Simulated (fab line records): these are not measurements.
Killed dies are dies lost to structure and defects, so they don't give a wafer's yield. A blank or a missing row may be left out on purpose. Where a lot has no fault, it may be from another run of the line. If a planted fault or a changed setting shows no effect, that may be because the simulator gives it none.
What tool caused it? || flow sky130 || 24 lots with 72 wafers sampled at 5 steps, on a route of 708 steps

## WHAT THE GAUGES READ, wafer by wafer
SKY_CAP2M_THK_MEAS_01.
{"lot": "L074", "measured": "day 39 12:20", "on": "film-metro-01", "CAP2M_CVD_00_THK (nm)": "15.32 15.60 15.24"}
{"lot": "L075", "measured": "day 39 23:56", "on": "film-metro-01", "CAP2M_CVD_00_THK (nm)": "15.21 15.30 15.11"}
{"lot": "L076", "measured": "day 40 05:27", "on": "film-metro-03", "CAP2M_CVD_00_THK (nm)": "15.45 15.81 15.91"}
{"lot": "L077", "measured": "day 40 08:24", "on": "film-metro-01", "CAP2M_CVD_00_THK (nm)": "15.19 15.43 15.41"}
{"lot": "L078", "measured": "day 41 00:41", "on": "film-metro-01", "CAP2M_CVD_00_THK (nm)": "15.48 15.90 15.88"}
{"lot": "L079", "measured": "day 41 13:16", "on": "film-metro-02", "CAP2M_CVD_00_THK (nm)": "15.26 15.58 15.52"}
{"lot": "L081", "measured": "day 41 21:38", "on": "film-metro-02", "CAP2M_CVD_00_THK (nm)": "15.34 15.62 15.26"}
{"lot": "L080", "measured": "day 42 00:17", "on": "film-metro-02", "CAP2M_CVD_00_THK (nm)": "15.43 15.28 15.57"}
{"lot": "L082", "measured": "day 42 03:53", "on": "film-metro-02", "CAP2M_CVD_00_THK (nm)": "15.40 15.53 15.83"}
{"lot": "L083", "measured": "day 42 12:39", "on": "film-metro-03", "CAP2M_CVD_00_THK (nm)": "15.48 15.52 15.79"}
{"lot": "L085", "measured": "day 43 16:10", "on": "film-metro-02", "CAP2M_CVD_00_THK (nm)": "15.41 15.51 15.61"}
{"lot": "L086", "measured": "day 43 19:19", "on": "film-metro-01", "CAP2M_CVD_00_THK (nm)": "15.45 15.52 15.40"}
{"lot": "L084", "measured": "day 43 20:37", "on": "film-metro-01", "CAP2M_CVD_00_THK (nm)": "15.68 15.58 15.58"}
{"lot": "L087", "measured": "day 43 21:55", "on": "film-metro-02", "CAP2M_CVD_00_THK (nm)": "15.49 15.52 15.75"}
{"lot": "L088", "measured": "day 43 22:22", "on": "film-metro-02", "CAP2M_CVD_00_THK (nm)": "14.95 15.25 15.40"}
{"lot": "L089", "measured": "day 44 00:20", "on": "film-metro-02", "CAP2M_CVD_00_THK (nm)": "15.50 15.26 15.52"}
{"lot": "L090", "measured": "day 44 04:48", "on": "film-metro-02", "CAP2M_CVD_00_THK (nm)": "15.39 15.25 15.47"}
{"lot": "L091", "measured": "day 44 15:21", "on": "film-metro-03", "CAP2M_CVD_00_THK (nm)": "15.43 15.60 15.68"}
{"lot": "L092", "measured": "day 45 09:54", "on": "film-metro-02", "CAP2M_CVD_00_THK (nm)": "15.38 15.51 15.61"}
{"lot": "L093", "measured": "day 45 12:26", "on": "film-metro-03", "CAP2M_CVD_00_THK (nm)": "15.38 15.70 15.79"}
{"lot": "L094", "measured": "day 45 15:13", "on": "film-metro-01", "CAP2M_CVD_00_THK (nm)": "15.58 15.54 15.66"}
{"lot": "L095", "measured": "day 45 19:17", "on": "film-metro-01", "CAP2M_CVD_00_THK (nm)": "15.20 15.25 15.14"}
{"lot": "L096", "measured": "day 46 01:42", "on": "film-metro-01", "CAP2M_CVD_00_THK (nm)": "15.53 15.56 15.70"}
{"lot": "L097", "measured": "day 46 02:07", "on": "film-metro-01", "CAP2M_CVD_00_THK (nm)": "15.45 15.70 15.60"}

SKY_CAP2M_THK_MEAS_04: measures by xrf.
{"lot": "L074", "measured": "day 39 12:37", "on": "film-metro-02", "CAP2M_TIN_THK (nm)": "196.0 197.7 196.0"}
{"lot": "L075", "measured": "day 40 00:13", "on": "film-metro-03", "CAP2M_TIN_THK (nm)": "195.4 194.6 194.4"}
{"lot": "L076", "measured": "day 40 05:44", "on": "film-metro-01", "CAP2M_TIN_THK (nm)": "196.3 197.0 197.4"}
{"lot": "L077", "measured": "day 40 08:41", "on": "film-metro-02", "CAP2M_TIN_THK (nm)": "197.3 194.3 196.8"}
{"lot": "L078", "measured": "day 41 00:59", "on": "film-metro-01", "CAP2M_TIN_THK (nm)": "197.2 198.7 197.0"}
{"lot": "L079", "measured": "day 41 13:34", "on": "film-metro-01", "CAP2M_TIN_THK (nm)": "194.0 194.4 194.3"}
{"lot": "L081", "measured": "day 41 21:56", "on": "film-metro-02", "CAP2M_TIN_THK (nm)": "197.6 199.6 197.4"}
{"lot": "L080", "measured": "day 42 00:34", "on": "film-metro-02", "CAP2M_TIN_THK (nm)": "197.0 196.1 195.5"}
{"lot": "L082", "measured": "day 42 04:10", "on": "film-metro-01", "CAP2M_TIN_THK (nm)": "199.2 199.9 198.2"}
{"lot": "L083", "measured": "day 42 12:56", "on": "film-metro-02", "CAP2M_TIN_THK (nm)": "197.4 196.8 198.6"}
{"lot": "L085", "measured": "day 43 16:27", "on": "film-metro-01", "CAP2M_TIN_THK (nm)": "194.8 194.3 193.0"}
{"lot": "L086", "measured": "day 43 19:37", "on": "film-metro-02", "CAP2M_TIN_THK (nm)": "195.0 196.5 194.8"}
{"lot": "L084", "measured": "day 43 20:54", "on": "film-metro-02", "CAP2M_TIN_THK (nm)": "193.4 193.7 196.2"}
{"lot": "L087", "measured": "day 43 22:12", "on": "film-metro-03", "CAP2M_TIN_THK (nm)": "194.1 192.6 192.9"}
{"lot": "L088", "measured": "day 43 22:40", "on": "film-metro-03", "CAP2M_TIN_THK (nm)": "198.2 196.5 198.4"}
{"lot": "L089", "measured": "day 44 00:37", "on": "film-metro-02", "CAP2M_TIN_THK (nm)": "197.6 197.2 197.0"}
{"lot": "L090", "measured": "day 44 05:05", "on": "film-metro-03", "CAP2M_TIN_THK (nm)": "195.3 195.9 195.2"}
{"lot": "L091", "measured": "day 44 15:38", "on": "film-metro-02", "CAP2M_TIN_THK (nm)": "197.9 198.3 197.4"}
{"lot": "L092", "measured": "day 45 10:11", "on": "film-metro-02", "CAP2M_TIN_THK (nm)": "196.8 198.2 195.4"}
{"lot": "L093", "measured": "day 45 12:44", "on": "film-metro-02", "CAP2M_TIN_THK (nm)": "198.5 196.0 199.4"}
{"lot": "L094", "measured": "day 45 15:30", "on": "film-metro-02", "CAP2M_TIN_THK (nm)": "197.9 198.3 196.3"}
{"lot": "L095", "measured": "day 45 19:35", "on": "film-metro-03", "CAP2M_TIN_THK (nm)": "195.9 197.1 197.5"}
{"lot": "L096", "measured": "day 46 01:59", "on": "film-metro-02", "CAP2M_TIN_THK (nm)": "199.4 198.4 198.9"}
{"lot": "L097", "measured": "day 46 02:25", "on": "film-metro-01", "CAP2M_TIN_THK (nm)": "194.0 192.7 195.4"}

SKY_PASSIVATION_THK_MEAS_01.
{"lot": "L074", "measured": "day 43 14:40", "on": "film-metro-03", "PASSIVATION_CVD_00_THK (nm)": "89.5 91.2 90.8"}
{"lot": "L075", "measured": "day 44 02:44", "on": "film-metro-01", "PASSIVATION_CVD_00_THK (nm)": "88.3 89.5 88.2"}
{"lot": "L076", "measured": "day 44 07:43", "on": "film-metro-01", "PASSIVATION_CVD_00_THK (nm)": "89.8 90.0 90.4"}
{"lot": "L077", "measured": "day 44 10:58", "on": "film-metro-03", "PASSIVATION_CVD_00_THK (nm)": "88.7 88.7 90.5"}
{"lot": "L078", "measured": "day 44 23:40", "on": "film-metro-03", "PASSIVATION_CVD_00_THK (nm)": "91.0 90.2 90.2"}
{"lot": "L079", "measured": "day 45 20:15", "on": "film-metro-03", "PASSIVATION_CVD_00_THK (nm)": "89.0 88.8 89.7"}
{"lot": "L081", "measured": "day 45 21:11", "on": "film-metro-03", "PASSIVATION_CVD_00_THK (nm)": "89.9 91.9 91.4"}
{"lot": "L080", "measured": "day 45 21:25", "on": "film-metro-01", "PASSIVATION_CVD_00_THK (nm)": "89.3 88.6 90.3"}
{"lot": "L082", "measured": "day 46 00:47", "on": "film-metro-04", "PASSIVATION_CVD_00_THK (nm)": "88.8 89.2 91.5"}
{"lot": "L083", "measured": "day 46 20:35", "on": "film-metro-03", "PASSIVATION_CVD_00_THK (nm)": "90.1 91.4 91.7"}
{"lot": "L085", "measured": "day 47 08:32", "on": "film-metro-04", "PASSIVATION_CVD_00_THK (nm)": "88.7 90.0 89.6"}
{"lot": "L086", "measured": "day 47 11:14", "on": "film-metro-04", "PASSIVATION_CVD_00_THK (nm)": "89.3 89.7 91.8"}
{"lot": "L084", "measured": "day 47 13:23", "on": "film-metro-03", "PASSIVATION_CVD_00_THK (nm)": "91.5 91.3 90.0"}
{"lot": "L087", "measured": "day 47 13:59", "on": "film-metro-03", "PASSIVATION_CVD_00_THK (nm)": "87.0 88.5 88.8"}
{"lot": "L088", "measured": "day 47 14:41", "on": "film-metro-04", "PASSIVATION_CVD_00_THK (nm)": "89.8 89.8 90.5"}
{"lot": "L089", "measured": "day 47 16:57", "on": "film-metro-03", "PASSIVATION_CVD_00_THK (nm)": "89.8 89.5 90.1"}
{"lot": "L090", "measured": "day 47 21:02", "on": "film-metro-03", "PASSIVATION_CVD_00_THK (nm)": "87.9 87.9 88.8"}
{"lot": "L091", "measured": "day 48 11:15", "on": "film-metro-04", "PASSIVATION_CVD_00_THK (nm)": "87.0 90.0 89.2"}
{"lot": "L092", "measured": "day 48 20:58", "on": "film-metro-04", "PASSIVATION_CVD_00_THK (nm)": "88.3 89.9 90.4"}
{"lot": "L093", "measured": "day 48 23:56", "on": "film-metro-03", "PASSIVATION_CVD_00_THK (nm)": "89.4 90.2 91.7"}
{"lot": "L094", "measured": "day 49 01:30", "on": "film-metro-01", "PASSIVATION_CVD_00_THK (nm)": "89.4 90.2 90.9"}
{"lot": "L095", "measured": "day 49 06:35", "on": "film-metro-04", "PASSIVATION_CVD_00_THK (nm)": "90.7 89.7 89.0"}
{"lot": "L096", "measured": "day 49 12:47", "on": "film-metro-03", "PASSIVATION_CVD_00_THK (nm)": "88.4 88.5 90.7"}
{"lot": "L097", "measured": "day 49 12:50", "on": "film-metro-01", "PASSIVATION_CVD_00_THK (nm)": "90.3 90.6 91.8"}

## TOOL THAT RAN EACH LOT (tool first, then ch and the chambers of the sampled wafers, then the start)
{"lot": "L074", "SKY_METAL2_SPUTTER_01": "pvd-sputter-02, day 33 19:11", "SKY_VIA3_SPUTTER_20": "pvd-sputter-02, day 39 11:27"}
{"lot": "L075", "SKY_METAL2_SPUTTER_01": "pvd-sputter-02, day 34 05:33", "SKY_VIA3_SPUTTER_20": "pvd-sputter-04, day 39 23:05"}
{"lot": "L076", "SKY_METAL2_SPUTTER_01": "pvd-sputter-04, day 34 15:57", "SKY_VIA3_SPUTTER_20": "pvd-sputter-01, day 40 04:37"}
{"lot": "L077", "SKY_METAL2_SPUTTER_01": "pvd-sputter-01, day 34 17:41", "SKY_VIA3_SPUTTER_20": "pvd-sputter-04, day 40 07:34"}
{"lot": "L078", "SKY_METAL2_SPUTTER_01": "pvd-sputter-01, day 35 10:07", "SKY_VIA3_SPUTTER_20": "pvd-sputter-02, day 40 23:50"}
{"lot": "L079", "SKY_METAL2_SPUTTER_01": "pvd-sputter-02, day 36 01:01", "SKY_VIA3_SPUTTER_20": "pvd-sputter-02, day 41 12:25"}
{"lot": "L081", "SKY_METAL2_SPUTTER_01": "pvd-sputter-01, day 36 10:23", "SKY_VIA3_SPUTTER_20": "pvd-sputter-02, day 41 20:47"}
{"lot": "L080", "SKY_METAL2_SPUTTER_01": "pvd-sputter-01, day 36 12:40", "SKY_VIA3_SPUTTER_20": "pvd-sputter-04, day 41 23:24"}
{"lot": "L082", "SKY_METAL2_SPUTTER_01": "pvd-sputter-04, day 36 16:05", "SKY_VIA3_SPUTTER_20": "pvd-sputter-04, day 42 03:02"}
{"lot": "L083", "SKY_METAL2_SPUTTER_01": "pvd-sputter-04, day 37 01:10", "SKY_VIA3_SPUTTER_20": "pvd-sputter-02, day 42 11:48"}
{"lot": "L085", "SKY_METAL2_SPUTTER_01": "pvd-sputter-02, day 38 08:54", "SKY_VIA3_SPUTTER_20": "pvd-sputter-04, day 43 15:19"}
{"lot": "L086", "SKY_METAL2_SPUTTER_01": "pvd-sputter-02, day 38 12:32", "SKY_VIA3_SPUTTER_20": "pvd-sputter-01, day 43 18:28"}
{"lot": "L084", "SKY_METAL2_SPUTTER_01": "pvd-sputter-01, day 38 12:53", "SKY_VIA3_SPUTTER_20": "pvd-sputter-04, day 43 19:44"}
{"lot": "L087", "SKY_METAL2_SPUTTER_01": "pvd-sputter-04, day 38 13:14", "SKY_VIA3_SPUTTER_20": "pvd-sputter-02, day 43 21:04"}
{"lot": "L088", "SKY_METAL2_SPUTTER_01": "pvd-sputter-02, day 38 14:04", "SKY_VIA3_SPUTTER_20": "pvd-sputter-04, day 43 21:31"}
{"lot": "L089", "SKY_METAL2_SPUTTER_01": "pvd-sputter-02, day 38 17:46", "SKY_VIA3_SPUTTER_20": "pvd-sputter-01, day 43 23:29"}
{"lot": "L090", "SKY_METAL2_SPUTTER_01": "pvd-sputter-01, day 38 22:16", "SKY_VIA3_SPUTTER_20": "pvd-sputter-04, day 44 03:58"}
{"lot": "L091", "SKY_METAL2_SPUTTER_01": "pvd-sputter-04, day 39 11:52", "SKY_VIA3_SPUTTER_20": "pvd-sputter-04, day 44 14:30"}
{"lot": "L092", "SKY_METAL2_SPUTTER_01": "pvd-sputter-01, day 40 07:26", "SKY_VIA3_SPUTTER_20": "pvd-sputter-02, day 45 09:02"}
{"lot": "L093", "SKY_METAL2_SPUTTER_01": "pvd-sputter-01, day 40 11:18", "SKY_VIA3_SPUTTER_20": "pvd-sputter-01, day 45 11:36"}
{"lot": "L094", "SKY_METAL2_SPUTTER_01": "pvd-sputter-01, day 40 13:40", "SKY_VIA3_SPUTTER_20": "pvd-sputter-04, day 45 14:21"}
{"lot": "L095", "SKY_METAL2_SPUTTER_01": "pvd-sputter-04, day 40 17:51", "SKY_VIA3_SPUTTER_20": "pvd-sputter-01, day 45 18:27"}
{"lot": "L096", "SKY_METAL2_SPUTTER_01": "pvd-sputter-01, day 41 00:47", "SKY_VIA3_SPUTTER_20": "pvd-sputter-04, day 46 00:51"}
{"lot": "L097", "SKY_METAL2_SPUTTER_01": "pvd-sputter-02, day 41 01:56", "SKY_VIA3_SPUTTER_20": "pvd-sputter-04, day 46 01:16"}
- SKY_METAL2_SPUTTER_01: material TiN, target thk 20 nm, time 16.7 s.
- SKY_VIA3_SPUTTER_20: material TiN, target thk 20 nm, time 80 s.

## WHAT THE TOOLS THEMSELVES READ (means of the sampled wafers that have a number; where no wafer has one, the mark that the record gives instead)
SKY_METAL2_SPUTTER_01.
{"lot": "L074", "tool": "pvd-sputter-02", "throttle-valve-pct (%)": 30.9}
{"lot": "L075", "tool": "pvd-sputter-02", "throttle-valve-pct (%)": 31.0}
{"lot": "L076", "tool": "pvd-sputter-04", "throttle-valve-pct (%)": 30.0}
{"lot": "L077", "tool": "pvd-sputter-01", "throttle-valve-pct (%)": 30.7}
{"lot": "L078", "tool": "pvd-sputter-01", "throttle-valve-pct (%)": 29.6}
{"lot": "L079", "tool": "pvd-sputter-02", "throttle-valve-pct (%)": 30.6}
{"lot": "L081", "tool": "pvd-sputter-01", "throttle-valve-pct (%)": 30.2}
{"lot": "L080", "tool": "pvd-sputter-01", "throttle-valve-pct (%)": 30.6}
{"lot": "L082", "tool": "pvd-sputter-04", "throttle-valve-pct (%)": 30.1}
{"lot": "L083", "tool": "pvd-sputter-04", "throttle-valve-pct (%)": 30.1}
{"lot": "L085", "tool": "pvd-sputter-02", "throttle-valve-pct (%)": 30.6}
{"lot": "L086", "tool": "pvd-sputter-02", "throttle-valve-pct (%)": 30.2}
{"lot": "L084", "tool": "pvd-sputter-01", "throttle-valve-pct (%)": 30.2}
{"lot": "L087", "tool": "pvd-sputter-04", "throttle-valve-pct (%)": 29.8}
{"lot": "L088", "tool": "pvd-sputter-02", "throttle-valve-pct (%)": 31.0}
{"lot": "L089", "tool": "pvd-sputter-02", "throttle-valve-pct (%)": 30.1}
{"lot": "L090", "tool": "pvd-sputter-01", "throttle-valve-pct (%)": 31.0}
{"lot": "L091", "tool": "pvd-sputter-04", "throttle-valve-pct (%)": 29.9}
{"lot": "L092", "tool": "pvd-sputter-01", "throttle-valve-pct (%)": 30.8}
{"lot": "L093", "tool": "pvd-sputter-01", "throttle-valve-pct (%)": 30.4}
{"lot": "L094", "tool": "pvd-sputter-01", "throttle-valve-pct (%)": 30.3}
{"lot": "L095", "tool": "pvd-sputter-04", "throttle-valve-pct (%)": 30.9}
{"lot": "L096", "tool": "pvd-sputter-01", "throttle-valve-pct (%)": 30.0}
{"lot": "L097", "tool": "pvd-sputter-02", "throttle-valve-pct (%)": 30.6}

SKY_VIA3_SPUTTER_20.
{"lot": "L074", "tool": "pvd-sputter-02", "throttle-valve-pct (%)": 31.1}
{"lot": "L075", "tool": "pvd-sputter-04", "throttle-valve-pct (%)": 30.2}
{"lot": "L076", "tool": "pvd-sputter-01", "throttle-valve-pct (%)": 30.4}
{"lot": "L077", "tool": "pvd-sputter-04", "throttle-valve-pct (%)": 30.9}
{"lot": "L078", "tool": "pvd-sputter-02", "throttle-valve-pct (%)": 30.9}
{"lot": "L079", "tool": "pvd-sputter-02", "throttle-valve-pct (%)": 30.4}
{"lot": "L081", "tool": "pvd-sputter-02", "throttle-valve-pct (%)": 30.4}
{"lot": "L080", "tool": "pvd-sputter-04", "throttle-valve-pct (%)": 30.0}
{"lot": "L082", "tool": "pvd-sputter-04", "throttle-valve-pct (%)": 30.1}
{"lot": "L083", "tool": "pvd-sputter-02", "throttle-valve-pct (%)": 30.8}
{"lot": "L085", "tool": "pvd-sputter-04", "throttle-valve-pct (%)": 30.6}
{"lot": "L086", "tool": "pvd-sputter-01", "throttle-valve-pct (%)": 30.6}
{"lot": "L084", "tool": "pvd-sputter-04", "throttle-valve-pct (%)": 29.9}
{"lot": "L087", "tool": "pvd-sputter-02", "throttle-valve-pct (%)": 30.4}
{"lot": "L088", "tool": "pvd-sputter-04", "throttle-valve-pct (%)": 31.1}
{"lot": "L089", "tool": "pvd-sputter-01", "throttle-valve-pct (%)": 30.2}
{"lot": "L090", "tool": "pvd-sputter-04", "throttle-valve-pct (%)": 30.2}
{"lot": "L091", "tool": "pvd-sputter-04", "throttle-valve-pct (%)": 31.1}
{"lot": "L092", "tool": "pvd-sputter-02", "throttle-valve-pct (%)": 30.0}
{"lot": "L093", "tool": "pvd-sputter-01", "throttle-valve-pct (%)": 30.8}
{"lot": "L094", "tool": "pvd-sputter-04", "throttle-valve-pct (%)": 30.3}
{"lot": "L095", "tool": "pvd-sputter-01", "throttle-valve-pct (%)": 30.0}
{"lot": "L096", "tool": "pvd-sputter-04", "throttle-valve-pct (%)": 30.2}
{"lot": "L097", "tool": "pvd-sputter-04", "throttle-valve-pct (%)": 30.1}

## THE ANSWER, worked out from the rows above alone
Rule: the usual values come from the lots themselves. The widest of any qualifying gaps counts: lots, ordered by their means at a reading, are off when they make up no more than a third of the lots, leave a main group of 4 or more, and stand apart from it by 3 or more times the standard deviation of that group's means. A main group whose means are all the same, to the digits that the tables above print for the reading, isn't used. A lot without any number at a reading at which 4 lots or more have one is off too. The other lots that the step has rows for count as sound. The gauges are gone through in route order, then the tools' own readings, and for those a lot's mean is taken as printed above. The first step at which some lot is off is used, and at that step the reading that is off furthest; a lot without a number counts as furthest.
No lot is off at any reading shown: from this, nothing can be told.

## WHAT HAD BEEN PUT IN BY THE SIMULATOR
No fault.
